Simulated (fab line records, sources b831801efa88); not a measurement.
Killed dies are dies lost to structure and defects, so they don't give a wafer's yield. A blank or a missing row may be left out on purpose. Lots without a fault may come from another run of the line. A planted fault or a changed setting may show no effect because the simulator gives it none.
One fault seen from 2 desks | flow sky130 | each desk has only its own numbers; what lay behind them comes last

THE TOOL OWNER'S DESK: pvd_sputter-04
The tool's own readings at SKY_METAL4_SPUTTER_03 (material Ti, target thk 5 nm, time 3.3 s): means of the sampled wafers that have a number, for each lot that ran on this tool. A lot is out of limits, marked OUT, if its mean lies more than 4 standard deviations from the usual mean; the brackets give that distance.
Columns: A = throttle_valve_pct at SKY_METAL4_SPUTTER_03, usual 29.9 %
lot  | first seen here | A
L748 | day 39 09:55    | 31.3
L767 | day 45 02:04    | 30.4
This desk's finding: nothing out of limits on any of the 2 lots.

THE METROLOGY DESK
What the gauges read, lot by lot, whatever tool the lot ran on: means of the sampled wafers that have a number. A lot is out of limits, marked OUT, if its mean lies more than 4 standard deviations from the usual mean; the brackets give that distance.
Columns: A = VIA3_W_RS at SKY_VIA3_RS_MEAS_22, usual 0.294 ohm/sq; B = VIA3_W_THK at SKY_VIA3_THK_MEAS_23, usual 382 nm
lot  | first seen here | A     | B
L748 | day 39 09:22    | 0.299 | 375
L753 | day 41 00:08    | 0.289 | 388
L754 | day 41 07:38    | 0.293 | 380
L767 | day 45 01:34    | 0.292 | 387
L770 | day 45 14:02    | 0.297 | 381
This desk's finding: nothing out of limits on any of the 5 lots.

PUT TOGETHER
The tool owner's desk saw nothing out of limits.
The metrology desk saw nothing out of limits.

WHAT THE SIMULATOR HAD PUT IN
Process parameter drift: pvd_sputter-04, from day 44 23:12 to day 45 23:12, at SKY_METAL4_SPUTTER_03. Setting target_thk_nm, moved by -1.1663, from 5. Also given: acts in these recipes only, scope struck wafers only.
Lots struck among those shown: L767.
